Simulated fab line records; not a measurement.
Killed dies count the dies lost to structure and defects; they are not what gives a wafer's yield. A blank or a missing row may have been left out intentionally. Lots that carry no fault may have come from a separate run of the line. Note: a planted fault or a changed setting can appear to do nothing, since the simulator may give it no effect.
One fault seen from 2 desks :: flow gf180mcu :: numbers are kept per desk, each desk with only its own; the story behind them comes last

== FROM THE METROLOGY DESK ==
Lot by lot, what the gauges showed, no matter which tool ran the lot: averages of those sampled wafers that carry a number. Marked OUT: a lot whose mean sits more than 4 standard deviations from the usual mean, which makes it out of limits; the brackets give that distance.
Columns: A = V5_W_RS at GF_V5_RS_MEAS_24, usual 0.327 ohm/sq; B = V5_W_THK at GF_V5_THK_MEAS_25, usual 354 nm; C = TOP_METAL_ALCU_RS at GF_TOP_METAL_RS_MEAS_05, usual 0.0327 ohm/sq; D = TOP_METAL_ALCU_THK at GF_TOP_METAL_THK_MEAS_06, usual 900 nm; E = cd-nm at GF_TOP_METAL_CD_MEAS_14, usual 439.8 nm; F = TOP_METAL_OVL at GF_TOP_METAL_OVL_MEAS_15, usual -0.1 nm
lot: L203
first seen here: day 28 21:23
A: 0.328
B: 355
C: 0.0325
D: 897
E: 441.3
F: -1.8

lot: L205
first seen here: day 29 10:04
A: 0.327
B: 356
C: 0.0326
D: 906
E: 437.5
F: 1.3

lot: L211
first seen here: day 31 03:04
A: 0.327
B: 358
C: 0.0328
D: 893
E: 440.2
F: -0.6

lot: L216
first seen here: day 32 11:46
A: 0.331
B: 354
C: 0.0330
D: 887
E: 441.8
F: -1.2

lot: L222
first seen here: day 33 23:51
A: 0.325
B: 353
C: 0.0327
D: 894
E: 438.7
F: -0.3
Result from this desk: across the 5 lots, nothing is out of limits.

== DESK OF THE TOOL OWNER: pvd-sputter-03 ==
At GF_TOP_METAL_SPUTTER_04 (material TiN, target thk 25 nm, time 20.8 s) the tool's own readings: per lot run on this tool, the mean of the sampled wafers that have a number. Marked OUT: a lot whose mean sits more than 4 standard deviations from the usual mean, which makes it out of limits; the brackets give that distance.
Columns: A = throttle-valve-pct at GF_TOP_METAL_SPUTTER_04, usual 30.4 %
lot: L203
first seen here: day 28 22:04
A: 30.6

lot: L211
first seen here: day 31 04:31
A: 29.3
Result from this desk: across the 2 lots, nothing is out of limits.

== BROUGHT TOGETHER ==
At the metrology desk, nothing out of limits was observed.
The tool owner's desk saw nothing out of limits.

== WHAT THE SIMULATOR PUT IN ==
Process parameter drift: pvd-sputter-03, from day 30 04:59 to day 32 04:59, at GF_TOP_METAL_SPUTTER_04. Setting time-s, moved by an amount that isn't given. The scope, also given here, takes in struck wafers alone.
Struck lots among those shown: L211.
